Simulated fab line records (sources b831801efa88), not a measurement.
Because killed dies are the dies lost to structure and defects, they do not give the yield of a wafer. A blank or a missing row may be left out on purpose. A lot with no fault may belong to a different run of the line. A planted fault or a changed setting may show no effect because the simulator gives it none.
fab line records + flow sky130
record
- lots=5
- wafers=15
- last-day=48
route steps=708 shown METAL3@556 VIA3@573 PAD_OPEN@708
lots that met no fault: taken from a fault-free run of the same line
start-h: hours from the record's first day to the start of the lot's first wafer shown + wait-h: hours since the lot's step before + " the same as in the row above + L1.1+2: one row covering several wafers at once + - no value present, or no start provided + * or withheld: withheld + < > ~ a bound
route shown NAME@n: NAME is a module with steps in the file, n the number in the route of the first one + usual: average and standard deviation across the fault-free wafers + same: alike in all rows + chamber/n: place in a boat + sites: readings site by site + _std_site: standard deviation of those values + _edge_site: inner sites' mean taken away from outer sites' mean + radius-mm: how far each site lies from the wafer's centre + mask NAME#n: copy n + behind: the most recent tool/chamber to have shaped the wafer + hold: reason for holding the lot/hours on hold/outcome of the hold + device: the transistor (n, p or np) that didn't switch + end of line: the route-end tests of the same wafers + a step with no rows: only its recipe + killed: the dies lost at the first sort to structure and to defects; this is not the yield of the wafer + map: shows each die of a wafer: x if killed, . if not, _ if none is there
set.NAME: the setting as run; set.NAME@STEP: as run at that earlier step + model.NAME: the simulator's own value behind a step, which no gauge read
lots at selected steps of the route; one table per step, one row per wafer
services: when a tool's chamber went out of use (start-h, in hours from the record's first day, below 0 if earlier), for how many hours, and the reason
## steps
# step SKY_METAL3_HMDS_06
# recipe
- prime-time-s=60
- prime-temp-c=120
# step SKY_METAL3_COAT_07
# recipe
- resist=BARC
- temp-c=withheld
- time-s=withheld
- spin-rpm=3000
- resist-thk-nm=60
# step SKY_METAL3_COAT_08
# recipe
- resist=KrF-thick
- spin-rpm=3000
- resist-thk-nm=1140
# step SKY_METAL3_SOFTBAKE_09
# recipe
- temp-c=100
- time-s=90
- resist=KrF-thick
# step SKY_METAL3_EXPOSE_10
# recipe
- mask-id=MM3
- na=0.68
- source-shape=annular
- sigma-inner=0.4
- sigma-outer=0.8
- target-cd-nm=300
- dose-mj=28
# step SKY_METAL3_PEB_11
# recipe
- peb-temp-c=withheld
- peb-time-s=withheld
- resist=KrF-thick
# step SKY_METAL3_DEVELOP_12
# recipe
- develop-time-s=60
- resist=KrF-thick
- dev-temp-c=21
# step SKY_METAL3_DESCUM_15
# recipe
- chemistry=O2
- source-power-w=150
- bias-power-w=0
- pressure-mtorr=10
- temp-c=40
- time-s=8
# step SKY_METAL3_ETCH_16
# recipe
- chemistry=N2/H2
- target=BARC
- ion-energy-ev=200
- bias-w=100
- pressure-mtorr=30
- n2-flow-sccm=100
- h2-flow-sccm=200
- icp-w=500
- stop-on=SiO2
- time-s=88.2
- target-depth-a=600
# step SKY_METAL3_ETCH_17
# recipe
- target=SiO2
- stop-on=TiN
- chemistry=C4F8/O2/Ar
- source-w=1500
- bias-w=1200
- pressure-mtorr=40
- c4f8-flow-sccm=withheld
- O2_flow_sccm=6
- Ar_flow_sccm=300
- time-s=3.9
- target-depth-a=150
# step SKY_METAL3_METAL_ETCH_18
# recipe
- target-depth-a=8450
- stop-on=SiO2
- over-etch-frac=0.3
- time-s=183.1
- chemistry=Cl2/BCl3
- resist-sidewall-deg=88
- pressure-mtorr=10
- icp-w=900
- bias-w=48.5
- Cl2_flow_sccm=60
- bcl3-flow-sccm=30
# usual
- drypump-motor-current-A=5.4/0.44
- oes-product-au=0.864/0.0063
- throttle-valve-pct=22.264/0.0089
| lot.wafer | tool         | chamber | start-h | wait-h | drypump-motor-current-A | oes-product-au | rf-hours-counter-h | throttle-valve-pct |
|-----------|--------------|---------|---------|--------|-------------------------|----------------|--------------------|--------------------|
| L144.2    | rie-metal-02 | 0       | 922.12  | 0.0    | 5.1                     | 0.860          | 16                 | 22.266             |
| L144.3    | "            | 1       | "       | "      | 5.2                     | 0.868          | -                  | 22.266             |
| L144.6    | "            | 0       | "       | "      | 5.1                     | 0.857          | -                  | 22.262             |
| L145.3    | rie-metal-03 | 0       | 923.58  | 0.1    | 5.0                     | 0.863          | -                  | 22.268             |
| L145.5    | "            | 1       | "       | "      | 6.7                     | 0.864          | -                  | 22.267             |
| L145.6    | "            | 0       | "       | "      | 5.0                     | 0.862          | -                  | 22.260             |
| L153.1    | rie-metal-02 | 1       | 993.57  | 0.0    | 5.3                     | 0.859          | 2                  | 22.254             |
| L153.2    | "            | 0       | "       | "      | 5.1                     | 0.855          | 20                 | 22.264             |
| L153.6    | "            | 0       | "       | "      | 5.1                     | 0.869          | -                  | 22.269             |
| L154.2    | rie-metal-02 | 1       | 998.81  | 0.0    | 5.3                     | 0.860          | 2                  | 22.252             |
| L154.4    | "            | 0       | "       | "      | 5.1                     | 0.863          | -                  | 22.260             |
| L154.6    | "            | 1       | "       | "      | 5.3                     | 0.852          | -                  | 22.267             |
| L155.2    | rie-metal-02 | 1       | 1000.86 | 0.0    | 5.3                     | 0.856          | 2                  | 22.269             |
| L155.4    | "            | 0       | "       | "      | 5.1                     | 0.865          | -                  | 22.269             |
| L155.5    | "            | 1       | "       | "      | 5.3                     | 0.858          | -                  | 22.252             |
# step SKY_METAL3_STRIP_19
# recipe
- chemistry=O2/N2
- power-w=1400
- pressure-mtorr=1500
- platen-temp-c=withheld
- o2-flow-sccm=3000
- n2-flow-sccm=300
- overash-fraction=0.5
# step SKY_METAL3_STRIP_20
# recipe
- chemistry=post-etch-residue-remover
- time-s=1200
- temp-c=72.5
# step SKY_METAL3_CLEAN_21
# recipe
- chemistry=IPA
- time-s=180
- temp-c=25
# step SKY_METAL3_CLEAN_22
# recipe
- chemistry=O3/DIW
- dry=n2-spin
# step SKY_VIA3_HDPCVD_00
# recipe
- material=SiO2
- target-thk-nm=1635
- sigma-open-frac=0.3
- time-s=272.5
- temp-c=400
- sih4-flow-sccm=60
- pressure-mtorr=6
# step SKY_VIA3_CMP_02
# recipe
- material=SiO2
- down-force-psi=4
- platen-rpm=60
- pad-velocity-m-s=0.94248
# step SKY_VIA3_DEHYDRATE_04
# recipe
- temp-c=200
- time-s=60
# step SKY_VIA3_HMDS_05
# recipe
- prime-time-s=60
- prime-temp-c=120
# step SKY_VIA3_COAT_06
# recipe
- resist=BARC
- temp-c=withheld
- time-s=withheld
- spin-rpm=3000
- resist-thk-nm=60
# step SKY_VIA3_COAT_07
# recipe
- resist=KrF-thick
- spin-rpm=3000
- resist-thk-nm=450
# step SKY_VIA3_SOFTBAKE_08
# recipe
- temp-c=100.5
- time-s=90
- resist=KrF-thick
# step SKY_VIA3_EXPOSE_09
# recipe
- mask-id=VIM3
- na=0.8
- source-shape=annular
- sigma-inner=0.55
- sigma-outer=0.85
- target-cd-nm=200
- dose-mj=38
# step SKY_VIA3_PEB_10
# recipe
- peb-temp-c=withheld
- peb-time-s=withheld
- resist=KrF-thick
# step SKY_VIA3_DEVELOP_11
# recipe
- develop-time-s=60
- resist=KrF-thick
- dev-temp-c=21
# step SKY_VIA3_ETCH_14
# recipe
- chemistry=N2/H2
- target=BARC
- ion-energy-ev=200
- source-w=500
- bias-w=100
- pressure-mtorr=30
- n2-flow-sccm=100
- h2-flow-sccm=200
- stop-on=SiO2
- time-s=45.9
- target-depth-a=600
# step SKY_VIA3_ETCH_15
# recipe
- target=SiO2
- chemistry=C4F8/O2/Ar
- target-depth-nm=507
- stop-on=TiN
- mask-material=KrF-thick
- source-w=1500
- bias-w=1200
- pressure-mtorr=40
- c4f8-flow-sccm=withheld
- O2_flow_sccm=6
- Ar_flow_sccm=300
- time-s=78
# step SKY_VIA3_STRIP_16
# recipe
- chemistry=O2/N2
- power-w=1400
- pressure-mtorr=1500
- platen-temp-c=withheld
- o2-flow-sccm=3000
- n2-flow-sccm=300
- overash-fraction=0.5
# step SKY_VIA3_STRIP_17
# recipe
- chemistry=post-etch-residue-remover
- time-s=1200
- temp-c=72.5
# step SKY_VIA3_CLEAN_18
# recipe
- chemistry=IPA
- time-s=180
- temp-c=25
# step SKY_VIA3_CLEAN_19
# recipe
- chemistry=O3/DIW
- dry=n2-spin
# step SKY_VIA3_SPUTTER_20
# recipe
- material=TiN
- target-thk-nm=20
- chamber-pressure-pa=5
- power-w=4000
- time-s=80
# step SKY_VIA3_CVD_21
# recipe
- material=W
- target-thk-nm=390
- time-s=117.31
- temp-c=400
- pressure-torr=40
# step SKY_VIA3_CMP_24
# recipe
- stop-on=SiO2
- t-overpolish-s=20
- down-force-psi=3.5
- platen-rpm=58.83
- target-thk-nm=0
- pad-velocity-m-s=0.94248
# step SKY_PAD_OPEN_PROBE_99
# usual
- defect-limited-yield=82.3/2
- killed_at_M0_to_M3=43/7.1
- killed_at_M4_up=3/1.7
- killed-at-contacts=25/5.6
- killed-at-front-end=16/4.1
- killed-at-other=0.2/0.49
- killed-dies=87/9.8
- killed-open=47/7.6
- killed-short=40/6.1
- sort_bin_3_pad_short=0.9/0.44
- sort_bin_5_function=10.5/1.6
- sort_bin_6_memory=6.3/1
- sort-n-pass=405/9.8
- sort-yield-pct=82.3/2
# same
- gross-dies=492
- killed-at-back-side=0
- sort_bin_4_leakage[%]=0
- sort_bin_8_speed[%]=0
| lot.wafer | tool      | chamber | start-h | wait-h | defect-limited-yield[%] | killed_at_M0_to_M3 | killed_at_M4_up | killed-at-contacts | killed-at-front-end | killed-at-other | killed-dies | killed-open | killed-short | sort_bin_3_pad_short[%] | sort_bin_5_function[%] | sort_bin_6_memory[%] | sort-n-pass | sort-yield-pct[%] | model.etest.tester.sort-n-pass | model.etest.tester.sort-yield-pct | model.etest.tester.sort_bin_5_pct | model.etest.tester.sort_bin_3_pct |
|-----------|-----------|---------|---------|--------|-------------------------|--------------------|-----------------|--------------------|---------------------|-----------------|-------------|-------------|--------------|-------------------------|------------------------|----------------------|-------------|-------------------|--------------------------------|-----------------------------------|-----------------------------------|-----------------------------------|
| L144.2    | prober-02 | -       | 1091.52 | 0.1    | 82.1                    | 48                 | 1               | 21                 | 16                  | 2               | 88          | 45          | 43           | 1.0                     | 9.1                    | 7.7                  | 404         | 82.1              | 404                            | 82.11                             | 9.146                             | 1.016                             |
| L144.3    | prober-02 | -       | 1091.57 | 0.2    | 81.3                    | 35                 | 3               | 33                 | 21                  | 0               | 92          | 51          | 41           | 1.0                     | 11.2                   | 6.5                  | 400         | 81.3              | 400                            | 81.3                              | 11.18                             | 1.016                             |
| L144.6    | prober-02 | -       | 1091.72 | 0.2    | 84.1                    | 41                 | 2               | 22                 | 13                  | 0               | 78          | 42          | 36           | 1.0                     | 8.7                    | 6.1                  | 414         | 84.1              | 414                            | 84.15                             | 8.74                              | 1.016                             |
| L145.3    | prober-01 | -       | 1093.29 | 0.2    | 86.0                    | 26                 | 2               | 31                 | 10                  | 0               | 69          | 39          | 30           | 0                       | 8.9                    | 5.1                  | 423         | 86.0              | 423                            | 85.98                             | 8.943                             | 0                                 |
| L145.5    | prober-01 | -       | 1093.39 | 0.2    | 85.2                    | 35                 | 2               | 18                 | 18                  | 0               | 73          | 43          | 30           | 0.6                     | 8.9                    | 5.3                  | 419         | 85.2              | 419                            | 85.16                             | 8.943                             | 0.6098                            |
| L145.6    | prober-01 | -       | 1093.44 | 0.2    | 81.1                    | 47                 | 0               | 31                 | 15                  | 0               | 93          | 48          | 45           | 1.2                     | 11.4                   | 6.3                  | 399         | 81.1              | 399                            | 81.1                              | 11.38                             | 1.22                              |
| L153.1    | prober-01 | -       | 1148.57 | 0.1    | 81.7                    | 46                 | 4               | 22                 | 18                  | 0               | 90          | 40          | 50           | 1.4                     | 9.3                    | 7.5                  | 402         | 81.7              | 402                            | 81.71                             | 9.35                              | 1.423                             |
| L153.2    | prober-01 | -       | 1148.62 | 0.1    | 74.4                    | 101                | 2               | 13                 | 10                  | 0               | 126         | 33          | 30           | 4.3                     | 16.9                   | 4.5                  | 366         | 74.4              | 366                            | 74.39                             | 16.87                             | 4.268                             |
| L153.6    | prober-01 | -       | 1148.82 | 0.2    | 67.7                    | 108                | 4               | 27                 | 20                  | 0               | 159         | 55          | 38           | 5.5                     | 20.1                   | 6.7                  | 333         | 67.7              | 333                            | 67.68                             | 20.12                             | 5.488                             |
| L154.2    | prober-01 | -       | 1156.84 | 0.1    | 81.7                    | 40                 | 4               | 24                 | 22                  | 0               | 90          | 52          | 38           | 0.6                     | 10.6                   | 7.1                  | 402         | 81.7              | 402                            | 81.71                             | 10.57                             | 0.6098                            |
| L154.4    | prober-01 | -       | 1156.94 | 0.2    | 67.9                    | 104                | 3               | 21                 | 29                  | 1               | 158         | 55          | 34           | 5.3                     | 17.7                   | 9.1                  | 334         | 67.9              | 334                            | 67.89                             | 17.68                             | 5.285                             |
| L154.6    | prober-01 | -       | 1157.04 | 0.2    | 84.6                    | 35                 | 3               | 22                 | 15                  | 1               | 76          | 38          | 38           | 0.4                     | 8.5                    | 6.5                  | 416         | 84.6              | 416                            | 84.55                             | 8.537                             | 0.4065                            |
| L155.2    | prober-02 | -       | 1157.49 | 0.1    | 81.3                    | 39                 | 4               | 33                 | 16                  | 0               | 92          | 47          | 45           | 1.0                     | 10.4                   | 7.3                  | 400         | 81.3              | 400                            | 81.3                              | 10.37                             | 1.016                             |
| L155.4    | prober-02 | -       | 1157.59 | 0.2    | 69.5                    | 96                 | 4               | 32                 | 18                  | 0               | 150         | 54          | 33           | 5.1                     | 16.9                   | 8.5                  | 342         | 69.5              | 342                            | 69.51                             | 16.87                             | 5.081                             |
| L155.5    | prober-02 | -       | 1157.64 | 0.2    | 78.9                    | 47                 | 1               | 43                 | 13                  | 0               | 104         | 66          | 38           | 0.8                     | 14.4                   | 5.9                  | 388         | 78.9              | 388                            | 78.86                             | 14.43                             | 0.813                             |
# killed by level:class
L144.2 CONTACT:geometric-particle:open=10 VIA1:geometric-particle:short=9 METAL3:geometric-particle:short=7 VIA3:geometric-particle:open=7 FIELD_ISO:geometric-particle:open=6 LI_CONTACT:geometric-particle:open=5 VIA2:geometric-particle:short=5 VIA2:geometric-particle:open=5
L144.3 CONTACT:geometric-particle:open=14 VIA1:geometric-particle:open=9 LI_CONTACT:geometric-particle:open=8 FIELD_ISO:geometric-particle:short=5 VIA2:geometric-particle:short=5 LOCAL_INTERCONNECT:geometric-particle:short=5 FIELD_ISO:geometric-particle:open=4 METAL1:geometric-particle:short=4
L144.6 VIA3:geometric-particle:open=10 CONTACT:geometric-particle:open=9 VIA1:geometric-particle:open=8 CONTACT:geometric-particle:short=7 METAL2:geometric-particle:short=6 METAL3:geometric-particle:short=5 LI_CONTACT:geometric-particle:open=5 FIELD_ISO:geometric-particle:short=4
L145.3 CONTACT:geometric-particle:open=10 VIA1:geometric-particle:open=8 LI_CONTACT:geometric-particle:open=7 CONTACT:geometric-particle:short=5 VIA2:geometric-particle:open=5 LOCAL_INTERCONNECT:geometric-particle:short=4 METAL1:geometric-particle:short=4 FIELD_ISO:geometric-particle:short=3
L145.5 LI_CONTACT:geometric-particle:open=10 VIA3:geometric-particle:open=7 VIA2:geometric-particle:open=6 POLY_GATE:geometric-particle:open=5 VIA1:geometric-particle:short=5 VIA1:geometric-particle:open=5 SPACER:geometric-particle:short=4 LOCAL_INTERCONNECT:geometric-particle:short=4
L145.6 VIA1:geometric-particle:open=11 CONTACT:geometric-particle:open=10 LI_CONTACT:geometric-particle:open=9 VIA1:geometric-particle:short=9 VIA3:geometric-particle:short=7 VIA3:geometric-particle:open=5 POLY_GATE:geometric-particle:short=4 POLY_GATE:geometric-particle:open=4
L153.1 VIA1:geometric-particle:open=11 VIA1:geometric-particle:short=8 LI_CONTACT:geometric-particle:open=7 METAL3:geometric-particle:short=6 LOCAL_INTERCONNECT:geometric-particle:short=5 CONTACT:geometric-particle:short=5 FIELD_ISO:geometric-particle:open=4 CONTACT:geometric-particle:open=4
L153.2 METAL3:unspecified=63 VIA2:geometric-particle:open=7 VIA1:geometric-particle:open=6 METAL2:geometric-particle:short=5 VIA1:geometric-particle:short=4 LI_CONTACT:geometric-particle:open=4 CONTACT:geometric-particle:open=4 VIA2:geometric-particle:short=4
L153.6 METAL3:unspecified=66 CONTACT:geometric-particle:open=10 VIA1:geometric-particle:open=10 VIA2:geometric-particle:open=8 LOCAL_INTERCONNECT:geometric-particle:short=7 FIELD_ISO:geometric-particle:short=5 POLY_GATE:geometric-particle:open=5 LI_CONTACT:geometric-particle:open=5
L154.2 CONTACT:geometric-particle:open=11 VIA3:geometric-particle:open=8 LI_CONTACT:geometric-particle:open=7 VIA2:geometric-particle:open=7 FIELD_ISO:geometric-particle:short=6 POLY_GATE:geometric-particle:open=6 VIA1:geometric-particle:open=6 POLY_GATE:geometric-particle:short=4
L154.4 METAL3:unspecified=69 VIA1:geometric-particle:open=13 CONTACT:geometric-particle:open=11 FIELD_ISO:geometric-particle:open=7 LI_CONTACT:geometric-particle:open=7 POLY_GATE:geometric-particle:short=6 FIELD_ISO:geometric-particle:short=5 POLY_GATE:geometric-particle:open=5
L154.6 CONTACT:geometric-particle:open=10 VIA1:geometric-particle:open=8 FIELD_ISO:geometric-particle:short=6 METAL1:geometric-particle:short=6 VIA1:geometric-particle:short=6 FIELD_ISO:geometric-particle:open=4 CONTACT:geometric-particle:short=4 VIA3:geometric-particle:open=4
L155.2 LI_CONTACT:geometric-particle:open=10 VIA3:geometric-particle:open=10 CONTACT:geometric-particle:short=8 CONTACT:geometric-particle:open=7 VIA1:geometric-particle:open=7 METAL1:geometric-particle:short=6 LOCAL_INTERCONNECT:geometric-particle:short=5 METAL4:geometric-particle:short=4
L155.4 METAL3:unspecified=63 CONTACT:geometric-particle:open=17 VIA2:geometric-particle:open=8 FIELD_ISO:geometric-particle:open=6 CONTACT:geometric-particle:short=6 VIA1:geometric-particle:open=6 LOCAL_INTERCONNECT:geometric-particle:short=5 METAL1:geometric-particle:short=5
L155.5 CONTACT:geometric-particle:open=16 VIA1:geometric-particle:open=16 LI_CONTACT:geometric-particle:open=13 CONTACT:geometric-particle:short=11 VIA2:geometric-particle:open=6 METAL1:geometric-particle:open=5 FIELD_ISO:geometric-particle:short=4 METAL2:geometric-particle:short=4
# map L153.6 (x killed, . not)
__________..x......._________
________.x...xx....x.._______
______.x.x....xx...x...._____
_____x.........xx.xxx....____
____........xxxxxxxxx.xx.x___
___....xx..x.xxxxxxxxxx....__
__.......x.xxxxxxxxxxxx....x_
_x.........xxxxxxxxxxxxxxxx..
_x.x.x......xxxxxxxxx...x..x.
_..........x..xxxxxx.x.....x.
_.x........x.xxx.xx.xx.....x.
_......x........xx.x.........
_x...x.x..x...x.x..xx..xx..xx
_......x..x.x.xx...x.x..x..xx
_...xx...x.......xx..x.......
__.....x................x..._
___x..x......x......x...x.x__
____x.x............x..x...___
_____........x.x...xxx...____
______x.............x..._____
________.........x...._______
__________...x..x..._________
# map L154.4 (x killed, . not)
__________....x..x.._________
________...x......x..x_______
______.x..........xx.x.._____
_____..xx.xx.xxxx..x.....____
____...x.......xxxxxx.....___
___.......xxxxxxxxxxx.xxx.x__
__..x....xxxxxxxxxxxxxxx...._
_.......x..xxxxxxxxxxxx.x.x..
_x.......x.xxxxxxxxxxxxx.....
_...x.......xxxxxxxxx........
_xx...x..x....xxxxxxx...x.x..
_.xxx....x.x.xxx..........x..
_...x.x...xx...........xx....
_.........x........x.........
_.x..x...xxx.....x......x....
__x.x.x.x..xxx.........x.x.._
___...x..x..........x.x....__
____.....................x___
_____x.....x...xx...x...x____
______......x..........._____
________.............x_______
__________.x...x.x.._________
## services
| tool         | chamber | start-h | hours | kind           |
|--------------|---------|---------|-------|----------------|
| rie-metal-02 | -       | 903.07  | 0.6   | repair         |
| rie-metal-02 | 1       | 941.78  | -     | clean          |
| rie-metal-02 | 1       | 941.78  | 16.8  | scheduled-down |
| rie-metal-02 | 1       | 941.78  | 16.8  | vent-cycle     |
| rie-metal-03 | 1       | 949.30  | 9.8   | repair         |
| rie-metal-02 | 1       | 976.48  | 4.3   | repair         |
## key
first-sign
- step=SKY_PAD_OPEN_PROBE_99
- reading=sort_bin_3_pad_short
- direction=up
- sigmas=9.5
- usual=0.9
- struck=5.0
effect
- step=SKY_PAD_OPEN_PROBE_99
- reading=killed_at_M0_to_M3
- direction=up
- sigmas=8.4
- usual=43
- struck=102
model-effect
- step=SKY_PAD_OPEN_PROBE_99
- value=etest.tester.sort-n-pass
- without=398.5
- struck=343.8
met-at SKY_METAL3_METAL_ETCH_18
struck-wafers L153.2,L153.6,L154.4,L155.4
onset-between 922.12 993.57
fault
- kind=chamber-particle-source
- tool=rie-metal-02
- chamber=0
- onset-h=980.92
- steps=SKY_METAL3_METAL_ETCH_18
- rate-per-visit-cm2=2.0075
- end-h=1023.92
